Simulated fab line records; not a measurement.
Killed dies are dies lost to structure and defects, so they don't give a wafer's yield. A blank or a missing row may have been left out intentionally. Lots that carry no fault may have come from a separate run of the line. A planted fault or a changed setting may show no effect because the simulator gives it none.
The tool behind it: which one? + flow gf180mcu + 12 lots, 36 wafers sampled, at 2 steps of a route of 602

## WHAT THE GAUGES READ, wafer by wafer
GF_PSD_CD_MEAS_07: the cd target is 400 nm. Usual: cd nm at 399.9 nm, with a standard deviation of 2.2.
| lot  | measured     | on        | cd nm (nm)        | flag |
|------|--------------|-----------|-------------------|------|
| L502 | day 16 09:51 | cd sem-01 | 403.4 402.1 405.2 |      |
| L503 | day 16 16:25 | cd sem-01 | 402.3 401.6 400.4 |      |
| L504 | day 17 01:25 | cd sem-02 | 400.8 399.4 400.2 |      |
| L505 | day 17 05:40 | cd sem-02 | 401.4 400.4 399.9 |      |
| L506 | day 17 17:43 | cd sem-02 | 400.6 400.4 402.6 |      |
| L507 | day 18 00:20 | cd sem-01 | 398.8 397.5 398.0 |      |
| L510 | day 19 02:17 | cd sem-01 | 399.9 400.1 398.9 |      |
| L512 | day 19 18:55 | cd sem-01 | 402.6 401.7 399.8 |      |
| L513 | day 20 00:56 | cd sem-01 | 399.4 398.4 398.7 |      |
| L519 | day 22 00:59 | cd sem-02 | 406.7 407.3 408.7 | OFF  |
| L522 | day 23 00:10 | cd sem-01 | 399.6 399.8 397.7 |      |
| L524 | day 23 13:53 | cd sem-02 | 403.0 402.1 401.9 |      |

## TOOL THAT RAN EACH LOT (tool first, then ch and the chambers of the sampled wafers, then the start)
| lot  | GF_PSD_DEVELOP_06                 |
|------|-----------------------------------|
| L502 | litho track-04 ch 0, day 16 09:43 |
| L503 | litho track-03 ch 0, day 16 16:16 |
| L504 | litho track-03 ch 0, day 17 01:16 |
| L505 | litho track-03 ch 0, day 17 05:31 |
| L506 | litho track-04 ch 0, day 17 17:34 |
| L507 | litho track-03 ch 0, day 18 00:11 |
| L510 | litho track-01 ch 0, day 19 02:08 |
| L512 | litho track-03 ch 0, day 19 18:46 |
| L513 | litho track-01 ch 0, day 20 00:47 |
| L519 | litho track-03 ch 0, day 22 00:50 |
| L522 | litho track-04 ch 0, day 23 00:01 |
| L524 | litho track-01 ch 0, day 23 13:44 |
- GF_PSD_DEVELOP_06: develop time 60 s.

## AS READ BY THE TOOLS THEMSELVES (means over the sampled wafers that have a number; for cases with no such wafer, the mark the record gives instead)
GF_PSD_DEVELOP_06. Usual: chill plate temp C at 23.00 C, with a standard deviation of 0.11.
| lot  | tool           | chill plate temp C (C) | flag |
|------|----------------|------------------------|------|
| L502 | litho track-04 | 22.96                  |      |
| L503 | litho track-03 | 23.08                  |      |
| L504 | litho track-03 | 22.83                  |      |
| L505 | litho track-03 | 23.00                  |      |
| L506 | litho track-04 | 23.00                  |      |
| L507 | litho track-03 | 23.11                  |      |
| L510 | litho track-01 | 23.02                  |      |
| L512 | litho track-03 | 23.10                  |      |
| L513 | litho track-01 | 22.99                  |      |
| L519 | litho track-03 | 23.05                  |      |
| L522 | litho track-04 | 23.19                  |      |
| L524 | litho track-01 | 22.86                  |      |

## THE ANSWER, worked out from the rows above alone
Rule: take the mean of a lot's wafers that have a number; if it is more than 3 standard deviations from the usual mean, the lot is off. A lot without any number at a reading at which 4 lots or more have one is off too. Any other lot the step has rows for is counted as sound. First the gauges in route order, then the tools' own readings, where a lot's mean is used as printed above. The first step at which some lot is off is used, and at that step the reading that is off furthest; a lot without a number counts as furthest.
Off: L519, at GF_PSD_CD_MEAS_07 (cd nm).
If a tool, at a process step before that reading, ran all the lots that are off and no sound lot after the first of them, it fits. Those tools and the gauges at GF_PSD_CD_MEAS_07 are tried in the same way. One fits: litho track-03 at GF_PSD_DEVELOP_06. Its last sound lot is L512 (day 19 18:46), its first lot that is off L519 (day 22 00:50): a fault that began between those two fits.

## WHAT THE SIMULATOR PUT IN
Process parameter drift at GF_PSD_DEVELOP_06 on litho track-03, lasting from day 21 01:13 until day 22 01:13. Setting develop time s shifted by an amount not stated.
Struck lots among those shown: L519. This agrees with what the rule above found.
